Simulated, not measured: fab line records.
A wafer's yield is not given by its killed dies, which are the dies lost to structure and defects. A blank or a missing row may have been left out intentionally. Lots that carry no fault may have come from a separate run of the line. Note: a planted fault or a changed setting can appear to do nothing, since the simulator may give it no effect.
fab line records | flow sky130
[record] lots = 6 wafers = 18 last-day = 49
route steps=708 shown SD_N@344 SD_P@359 RES_XHIGH@360 PAD_OPEN@708
lots untouched by any fault: they come from a run of this same line in which no faults occurred
start-h: the number of hours between the record's first day and the start of the first shown wafer of the lot | wait-h: hours elapsed since this lot's preceding step | " identical to the entry in the row above | L1.1+2: a single row standing in for several wafers | - no value, or no start given | * or withheld: withheld | < > ~ a bound
route shown NAME@n: NAME is a module with steps in the file, n the number in the route of the first one | usual: average and standard deviation across the fault-free wafers | same: alike in all rows | chamber/n: place in a boat | sites: each site's reading | _std_site: how widely they spread, as a standard deviation | _edge_site: the outer-site mean with the inner-site mean subtracted | radius-mm: how far each site lies from the wafer's centre | mask NAME#n: copy n | behind: the most recent tool/chamber to have shaped the wafer | hold: why the lot went on hold/how many hours it stayed there/how the hold came to an end | device: names the non-switching transistor (n, p or np) | end of line: tests run on the same wafers once the route is complete | for a step that has no rows: nothing shown but its recipe | killed: count of dies lost to structure and defects at first sort (not the wafer's yield) | map: shows each die of a wafer: x if killed, . if not, _ if none is there
set.NAME: setting as actually run; set.NAME@STEP: the setting as run at that earlier step | model.NAME: the simulator's own value behind a step, which no gauge read
a table for each step, a row for each wafer; lots at some steps of the route
services: from which hour (start-h, from the record's first day; less than 0 if before it) a tool's chamber was out of use, for how many hours, and why
[[steps]]
[step SKY_SD_N_COAT_02]
[recipe] resist = NOVOLAK spin-rpm = 3000 resist-thk-nm = 1140
[step SKY_SD_N_SOFTBAKE_03]
[recipe] temp-c = 90 time-s = 60 resist = NOVOLAK
[step SKY_SD_N_EXPOSE_04]
[recipe] mask-id = NSDM na = 0.6 source-shape = conventional sigma-outer = 0.6 polarization = unpolarized target-cd-nm = 380 dose-mj = 141
[step SKY_SD_N_PEB_05]
[recipe] temp-c = withheld time-s = * resist = NOVOLAK
[step SKY_SD_N_DEVELOP_06]
[recipe] resist = NOVOLAK developer = TMAH develop-time-s = 60 dev-temp-c = 23
[step SKY_SD_N_CD_MEAS_07]
[recipe] target-cd-nm = 380
[usual] cd-nm = 380.7/1.8
// columns lot.wafer tool chamber start-h wait-h cd-nm
L922.1 cd-sem-02 - 638.52 0.1 379.4
L922.2 " - " " 379.6
L922.6 " - " " 378.9
L927.2 cd-sem-01 - 694.73 0.1 378.8
L927.4 " - " " 378.6
L927.6 " - " " 377.3
L930.2 cd-sem-01 - 726.26 0.1 382.8
L930.4 " - " " 381.2
L930.5 " - " " 382.8
L933.2 cd-sem-01 - 740.08 0.1 382.2
L933.3 " - " " 384.1
L933.4 " - " " 381.9
L938.2 cd-sem-01 - 776.47 0.1 381.3
L938.3 " - " " 379.0
L938.5 " - " " 381.4
L942.2 cd-sem-01 - 800.02 0.1 380.1
L942.5 " - " " 379.1
L942.6 " - " " 378.4
[step SKY_SD_N_OVL_MEAS_08]
[usual] SD_N_OVL = 1.1/1.4
// columns lot.wafer tool chamber start-h wait-h SD_N_OVL[nm]
L922.1 overlay-02 - 638.64 0.1 1.4
L922.2 " - " " 0.1
L922.6 " - " " -1.0
L927.2 overlay-02 - 694.84 0.1 -0.8
L927.4 " - " " 0.5
L927.6 " - " " 0.5
L930.2 overlay-01 - 726.36 0.1 -0.1
L930.4 " - " " 2.1
L930.5 " - " " 0.3
L933.2 overlay-02 - 740.19 0.1 1.7
L933.3 " - " " 1.5
L933.4 " - " " 0.6
L938.2 overlay-01 - 776.58 0.1 3.3
L938.3 " - " " 3.7
L938.5 " - " " 4.2
L942.2 overlay-02 - 800.13 0.1 -0.9
L942.5 " - " " 0.6
L942.6 " - " " 1.4
[step SKY_SD_N_IMPLANT_09]
[recipe] species = As energy-kev = 50 dose-cm2 = 4e+15 tilt-deg = 0
[step SKY_SD_N_IMPLANT_10]
[recipe] species = P energy-kev = 20 dose-cm2 = 1e+14 tilt-deg = 0
[step SKY_SD_N_STRIP_11]
[recipe] chemistry = O2/N2 power-w = 1400 pressure-mtorr = 1500 platen-temp-c = withheld o2-flow-sccm = 3000 n2-flow-sccm = 300 overash-fraction = 0.5
[usual] drypump-motor-current-A = 5.8/0.63 oes-product-au = 0.528/0.0048 strip-time-to-endpoint-s = 22.58/0.04
[same] overash-fraction = 0.5
// columns lot.wafer tool chamber start-h wait-h drypump-motor-current-A oes-product-au rf-hours-counter-h strip-time-to-endpoint-s
L922.1 plasma-asher-04 1 638.97 0.1 6.1 0.531 49 22.61
L922.2 " 0 " " 6.7 0.534 49 22.57
L922.6 " 1 " " 6.1 0.522 - 22.63
L927.2 plasma-asher-01 0 695.17 0.1 5.4 0.528 90 22.53
L927.4 " 1 " " 5.0 0.526 - 22.54
L927.6 " 0 " " 5.4 0.533 - 22.55
L930.2 plasma-asher-03 1 726.69 0.1 5.5 0.527 27 22.63
L930.4 " 0 " " 5.0 0.535 - 22.58
L930.5 " 1 " " 5.5 0.532 - 22.64
L933.2 plasma-asher-01 1 740.82 0.2 5.0 0.529 95 22.66
L933.3 " 0 " " 5.4 0.520 - 22.65
L933.4 " 1 " " 5.0 0.530 - 22.65
L938.2 plasma-asher-04 0 776.91 0.1 6.7 0.524 64 22.58
L938.3 " 0 " " 6.7 0.530 - 22.61
L938.5 " 1 " " 6.1 0.526 - 22.55
L942.2 plasma-asher-01 0 800.46 0.1 5.4 0.523 101 22.55
L942.5 " 0 " " 5.4 0.524 - 22.55
L942.6 " 1 " " 5.0 0.536 - 22.56
[step SKY_SD_N_TW_MEAS_12]
[usual] SD_N_TW = 3944/32
// columns lot.wafer tool chamber start-h wait-h SD_N_TW
L922.1 film-metro-01 - 639.07 0.1 4012
L922.2 " - " " 4007
L922.6 " - " " 4017
L927.2 film-metro-01 - 695.28 0.1 3985
L927.4 " - " " 4004
L927.6 " - " " 3959
L930.2 film-metro-03 - 726.80 0.1 3918
L930.4 " - " " 3897
L930.5 " - " " 3929
L933.2 film-metro-01 - 740.93 0.1 3980
L933.3 " - " " 4006
L933.4 " - " " 3981
L938.2 film-metro-01 - 777.02 0.1 3943
L938.3 " - " " 3964
L938.5 " - " " 3943
L942.2 film-metro-01 - 800.57 0.1 3948
L942.5 " - " " 3978
L942.6 " - " " 3961
[step SKY_SD_N_CLEAN_13]
[recipe] chemistry = SC1/SC2 mix = 1:4:20 temp-c = 70 time-s = 150 dry = n2-spin
[step SKY_SD_N_RTA_14]
[recipe] temp-c = 1075 time-s = 2 idle-temp-c = 650 ramp-up-c-per-s = 150 ramp-down-c-per-s = 90 ambient = N2
[usual] lamp-power-pct = 15.74/0.052 wafer_temp_C_max = 1078.2/1.2
// columns lot.wafer tool chamber start-h wait-h lamp-power-pct wafer_temp_C_max
L922.1 rtp-anneal-02 0 639.18 0.0 15.77 1077.3
L922.2 " 0 " " 15.68 1078.2
L922.6 " 0 " " 15.63 1077.1
L927.2 rtp-anneal-01 0 695.39 0.0 15.73 1075.6
L927.4 " 0 " " 15.74 1077.9
L927.6 " 0 " " 15.67 1077.9
L930.2 rtp-anneal-01 0 726.91 0.0 15.79 1088.8
L930.4 " 0 " " 15.78 1087.2
L930.5 " 0 " " 15.78 1087.1
L933.2 rtp-anneal-01 0 741.04 0.0 15.81 1088.1
L933.3 " 0 " " 15.94 1086.2
L933.4 " 0 " " 15.81 1087.8
L938.2 rtp-anneal-02 0 777.13 0.0 15.77 1080.0
L938.3 " 0 " " 15.82 1077.6
L938.5 " 0 " " 15.72 1078.7
L942.2 rtp-anneal-02 0 800.68 0.0 15.72 1078.3
L942.5 " 0 " " 15.84 1078.6
L942.6 " 0 " " 15.64 1080.7
[step SKY_SD_N_RS_MEAS_16]
[recipe] thk-meas-gauge = four-point-probe
[usual] SD_N_RS = 68.59/0.12
// columns lot.wafer tool chamber start-h wait-h SD_N_RS[ohm/sq]
L922.1 film-metro-03 - 639.35 0.1 68.60
L922.2 " - " " 68.78
L922.6 " - " " 68.68
L927.2 film-metro-03 - 695.57 0.1 68.48
L927.4 " - " " 68.50
L927.6 " - " " 68.64
L930.2 film-metro-01 - 727.09 0.1 66.92
L930.4 " - " " 66.77
L930.5 " - " " 66.94
L933.2 film-metro-02 - 741.22 0.1 67.02
L933.3 " - " " 67.04
L933.4 " - " " 67.12
L938.2 film-metro-03 - 777.31 0.1 68.65
L938.3 " - " " 68.61
L938.5 " - " " 68.62
L942.2 film-metro-02 - 800.87 0.1 68.63
L942.5 " - " " 68.75
L942.6 " - " " 68.54
[step SKY_SD_N_RS_MEAS_17]
[recipe] thk-meas-gauge = four-point-probe
[usual] SD_P_RS = 147.1/0.33
// columns lot.wafer tool chamber start-h wait-h SD_P_RS[ohm/sq]
L922.1 film-metro-03 - 639.47 0.1 146.3
L922.2 " - " " 147.4
L922.6 " - " " 147.4
L927.2 film-metro-03 - 695.69 0.1 146.4
L927.4 " - " " 146.8
L927.6 " - " " 146.8
L930.2 film-metro-01 - 727.21 0.1 139.0
L930.4 " - " " 138.8
L930.5 " - " " 138.9
L933.2 film-metro-02 - 741.34 0.1 139.5
L933.3 " - " " 139.1
L933.4 " - " " 139.2
L938.2 film-metro-03 - 777.43 0.1 147.0
L938.3 " - " " 146.6
L938.5 " - " " 147.4
L942.2 film-metro-02 - 800.99 0.1 147.8
L942.5 " - " " 147.7
L942.6 " - " " 147.4
[step SKY_SD_N_RS_MEAS_18]
[recipe] thk-meas-gauge = four-point-probe
[usual] RES_XHIGH_RS = 333.4/1.1
// columns lot.wafer tool chamber start-h wait-h RES_XHIGH_RS[ohm/sq]
L922.1 film-metro-03 - 639.59 0.1 332.9
L922.2 " - " " 333.0
L922.6 " - " " 332.7
L927.2 film-metro-03 - 695.81 0.1 331.8
L927.4 " - " " 332.6
L927.6 " - " " 333.6
L930.2 film-metro-01 - 727.33 0.1 334.1
L930.4 " - " " 333.4
L930.5 " - " " 333.4
L933.2 film-metro-02 - 741.46 0.1 332.9
L933.3 " - " " 332.7
L933.4 " - " " 334.1
L938.2 film-metro-03 - 777.55 0.1 332.5
L938.3 " - " " 332.2
L938.5 " - " " 331.4
L942.2 film-metro-02 - 801.11 0.1 333.4
L942.5 " - " " 333.4
L942.6 " - " " 332.1
[step SKY_PAD_OPEN_PROBE_99]
[usual] killed_at_M0_to_M3 = 44/7.9 killed_at_M4_up = 3.1/2 killed-at-contacts = 23/4.9 killed-at-front-end = 15/3.9 killed-at-other = 0.2/0.49 killed-dies = 86/10 killed-on-rim = 17/3.9 killed-open = 47/7.1 killed-short = 39/7.1
[same] gross-dies = 492 killed-at-back-side = 0
// columns lot.wafer tool chamber start-h wait-h killed_at_M0_to_M3 killed_at_M4_up killed-at-contacts killed-at-front-end killed-at-other killed-dies killed-on-rim killed-open killed-short model.etest.res-xhigh-po.line-ohm-um model.etest.res-xhigh-po.rs-ohm-sq model.etest.pfet_01v8.r-on-ohm-um model.etest.res-pdiff.line-ohm-um model.etest.res-high-po.line-ohm-um model.etest.licon-high-po.rc-ohm model.etest.res-high-po.rs-ohm-sq model.etest.res-pdiff-hv.rs-ohm-sq
L922.1 prober-02 - 1071.58 0.1 56 6 19 16 0 97 21 55 42 5312 1906 2962 1288 705.1 334.3 252.7 187.6
L922.2 prober-02 - 1071.63 0.1 45 4 22 18 0 89 15 51 38 5449 1916 2945 1352 718.6 334.2 250 190.5
L922.6 prober-02 - 1071.83 0.2 37 1 19 23 0 80 14 52 28 5940 2057 2965 1352 753.8 364.7 264.4 190.9
L927.2 prober-01 - 1110.49 0.1 39 3 28 14 0 84 23 33 50 5630 1967 2886 1388 732.9 337.8 256.6 188
L927.4 prober-01 - 1110.59 0.2 33 4 22 19 0 78 14 37 39 5589 1971 2878 1360 737 362.3 259.6 189.1
L927.6 prober-01 - 1110.69 0.2 31 0 24 18 1 74 14 33 41 5626 1964 2952 1356 734.3 345.1 258.7 190.4
L930.2 prober-01 - 1135.06 0.1 31 5 29 11 0 76 16 43 33 5169 1846 2821 1282 707.2 316.5 247.8 177.8
L930.4 prober-01 - 1135.16 0.2 47 1 20 18 0 86 17 43 43 5310 1819 2713 1270 696.8 309.2 241.2 177.2
L930.5 prober-01 - 1135.21 0.2 36 1 40 21 0 98 22 59 39 5388 1889 2851 1277 702.8 321.9 247.9 178.7
L933.2 prober-01 - 1142.87 0.1 35 2 29 10 0 76 12 48 27 5065 1792 2926 1247 672.5 305.8 239.7 180.9
L933.3 prober-01 - 1142.92 0.2 34 2 28 17 2 83 20 45 38 5084 1755 2880 1282 678.4 305.2 238.9 182.4
L933.4 prober-01 - 1142.97 0.2 38 5 13 22 1 79 12 40 37 5025 1747 2794 1269 679.9 312 235.8 181.5
L938.2 prober-02 - 1168.57 0.1 38 0 28 18 0 84 16 54 30 5521 1944 2985 1362 742.6 337.4 259.6 191.9
L938.3 prober-02 - 1168.62 0.2 39 4 17 15 0 75 10 40 35 5693 2026 3087 1339 744.2 368.3 262.1 192
L938.5 prober-02 - 1168.72 0.2 53 6 25 16 0 100 17 54 46 5670 1966 3005 1365 746.3 352.5 259.1 191.6
L942.2 prober-02 - 1184.34 0.1 46 5 22 16 1 90 17 46 44 5540 1910 2770 1350 735.8 352 260.1 190.5
L942.5 prober-02 - 1184.49 0.2 35 6 22 16 0 79 18 42 37 5611 1963 2760 1387 761.2 344.8 261.1 192
L942.6 prober-02 - 1184.54 0.2 43 2 27 7 0 79 15 44 35 5932 2058 2886 1416 762 384.8 268.3 191.1
// killed by level:class
L922.1 VIA1:geometric-particle:open=15 VIA3:geometric-particle:open=9 VIA2:geometric-particle:open=6 METAL2:geometric-particle:short=6 CONTACT:geometric-particle:short=5 FIELD_ISO:geometric-particle:short=4 LOCAL_INTERCONNECT:geometric-particle:short=4 METAL1:geometric-particle:short=4
L922.2 VIA2:geometric-particle:open=10 VIA1:geometric-particle:open=10 CONTACT:geometric-particle:open=6 VIA3:geometric-particle:open=6 FIELD_ISO:geometric-particle:short=5 POLY_GATE:geometric-particle:short=4 LI_CONTACT:geometric-particle:open=4 LOCAL_INTERCONNECT:geometric-particle:short=4
L922.6 FIELD_ISO:geometric-particle:open=13 CONTACT:geometric-particle:open=8 VIA1:geometric-particle:open=8 VIA3:geometric-particle:open=7 METAL1:geometric-particle:short=6 VIA2:geometric-particle:open=6 FIELD_ISO:geometric-particle:short=4 LI_CONTACT:geometric-particle:open=4
L927.2 LOCAL_INTERCONNECT:geometric-particle:short=10 METAL2:geometric-particle:short=7 CONTACT:geometric-particle:short=6 CONTACT:geometric-particle:open=6 VIA1:geometric-particle:open=5 VIA1:geometric-particle:short=5 VIA2:geometric-particle:short=5 FIELD_ISO:geometric-particle:open=4
L927.4 VIA1:geometric-particle:open=9 CONTACT:geometric-particle:open=8 POLY_GATE:geometric-particle:short=6 VIA1:geometric-particle:short=6 METAL2:geometric-particle:short=5 SPACER:geometric-particle:open=4 LI_CONTACT:geometric-particle:open=4 LOCAL_INTERCONNECT:geometric-particle:short=4
L927.6 VIA1:geometric-particle:open=10 LOCAL_INTERCONNECT:geometric-particle:short=9 CONTACT:geometric-particle:short=8 FIELD_ISO:geometric-particle:short=6 CONTACT:geometric-particle:open=6 METAL2:geometric-particle:short=5 VIA3:geometric-particle:open=5 SPACER:geometric-particle:short=4
L930.2 CONTACT:geometric-particle:open=14 VIA1:geometric-particle:open=7 LOCAL_INTERCONNECT:geometric-particle:short=6 VIA3:geometric-particle:open=6 VIA2:geometric-particle:open=5 FIELD_ISO:geometric-particle:short=5 LI_CONTACT:geometric-particle:open=5 VIA1:geometric-particle:short=5
L930.4 VIA3:geometric-particle:open=9 CONTACT:geometric-particle:open=8 VIA1:geometric-particle:short=7 FIELD_ISO:geometric-particle:open=6 METAL3:geometric-particle:short=6 VIA1:geometric-particle:open=6 FIELD_ISO:geometric-particle:short=5 METAL2:geometric-particle:short=5
L930.5 CONTACT:geometric-particle:open=20 VIA1:geometric-particle:open=11 FIELD_ISO:geometric-particle:short=8 LI_CONTACT:geometric-particle:open=6 LOCAL_INTERCONNECT:geometric-particle:short=6 VIA2:geometric-particle:open=5 VIA3:geometric-particle:open=5 FIELD_ISO:geometric-particle:open=4
L933.2 CONTACT:geometric-particle:open=14 VIA2:geometric-particle:open=9 VIA1:geometric-particle:open=8 VIA3:geometric-particle:open=6 FIELD_ISO:geometric-particle:open=5 LI_CONTACT:geometric-particle:open=5 CONTACT:geometric-particle:short=5 LOCAL_INTERCONNECT:geometric-particle:short=3
L933.3 VIA1:geometric-particle:open=10 LI_CONTACT:geometric-particle:open=7 CONTACT:geometric-particle:open=7 LI_CONTACT:geometric-particle:short=6 FIELD_ISO:geometric-particle:open=5 LOCAL_INTERCONNECT:geometric-particle:short=5 VIA2:geometric-particle:short=5 VIA2:geometric-particle:open=4
L933.4 VIA1:geometric-particle:open=9 FIELD_ISO:geometric-particle:open=7 FIELD_ISO:geometric-particle:short=6 VIA2:geometric-particle:open=6 LI_CONTACT:geometric-particle:open=5 METAL1:geometric-particle:short=5 METAL4:geometric-particle:short=5 CONTACT:geometric-particle:open=4
L938.2 LI_CONTACT:geometric-particle:open=14 VIA1:geometric-particle:open=11 CONTACT:geometric-particle:open=9 METAL1:geometric-particle:short=7 FIELD_ISO:geometric-particle:short=5 POLY_GATE:geometric-particle:short=5 VIA1:geometric-particle:short=5 VIA2:geometric-particle:open=5
L938.3 VIA3:geometric-particle:open=11 VIA1:geometric-particle:open=6 CONTACT:geometric-particle:open=5 CONTACT:geometric-particle:short=5 FIELD_ISO:geometric-particle:short=4 VIA1:geometric-particle:short=4 FIELD_ISO:geometric-particle:open=3 POLY_GATE:geometric-particle:short=3
L938.5 VIA1:geometric-particle:open=13 LI_CONTACT:geometric-particle:open=9 VIA3:geometric-particle:open=8 CONTACT:geometric-particle:open=6 METAL4:geometric-particle:short=6 VIA2:geometric-particle:short=6 LI_CONTACT:geometric-particle:short=5 METAL1:geometric-particle:short=5
L942.2 CONTACT:geometric-particle:open=12 VIA1:geometric-particle:open=8 VIA1:geometric-particle:short=6 VIA2:geometric-particle:open=6 VIA3:geometric-particle:open=6 FIELD_ISO:geometric-particle:open=5 POLY_GATE:geometric-particle:short=5 METAL1:geometric-particle:short=5
L942.5 LI_CONTACT:geometric-particle:open=10 VIA2:geometric-particle:open=7 FIELD_ISO:geometric-particle:short=6 VIA1:geometric-particle:open=6 VIA2:geometric-particle:short=6 POLY_GATE:geometric-particle:short=5 METAL4:geometric-particle:short=5 CONTACT:geometric-particle:open=4
L942.6 LI_CONTACT:geometric-particle:open=8 CONTACT:geometric-particle:open=8 VIA3:geometric-particle:open=8 LOCAL_INTERCONNECT:geometric-particle:short=7 METAL2:geometric-particle:short=7 VIA2:geometric-particle:open=7 METAL1:geometric-particle:short=6 VIA1:geometric-particle:open=4
[[services]]
// columns tool chamber start-h hours kind
plasma-asher-01 - 617.43 1.3 repair
plasma-asher-03 - 673.77 28.1 pm
rtp-anneal-01 - 709.40 5.5 pm
rtp-anneal-01 - 778.33 1.5 pm
[[key]]
[first-sign] step = SKY_SD_N_RTA_14 reading = wafer_temp_C_max direction = up sigmas = 7.5 usual = * struck = *
[effect] step = SKY_SD_N_RTA_14 reading = lamp-power-pct direction = up sigmas = 1.6 usual = 15.74 struck = 15.82
[effect] step = SKY_SD_N_RS_MEAS_16 reading = SD_N_RS direction = down sigmas = 13 usual = 68.59 struck = 66.97
[effect] step = SKY_SD_N_RS_MEAS_17 reading = SD_P_RS direction = down sigmas = 24 usual = 147.1 struck = 139.1
[model-effect] step = SKY_PAD_OPEN_PROBE_99 value = etest.res-xhigh-po.line-ohm-um without = 5645 struck = 5174
met-at SKY_SD_N_RTA_14
struck-wafers L930.2,L930.4,L930.5,L933.2,L933.3,L933.4
tester-left-out L930,L933
[loop-trim] step = SKY_POLY_GATE_EXPOSE_10 setting = dose lots = L930,L933
onset-between 695.39 726.91
[fault] kind = process-parameter-drift tool = rtp-anneal-01 chamber = - onset-h = 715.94 steps = SKY_SD_N_RTA_14 channel = temp-c offset = * shape = step end-h = 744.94 acts-in = * stated = *
// tester-left-out: of these lots the tester's yield and bins aren't shown, on N5 and GAA mostly nor the transistor test; their killed dies are dies lost to structure and defects alone, not to doping, threshold or leakage, so they don't give the yield
// loop-trim: a control loop set the setting to another value than it would have without faults
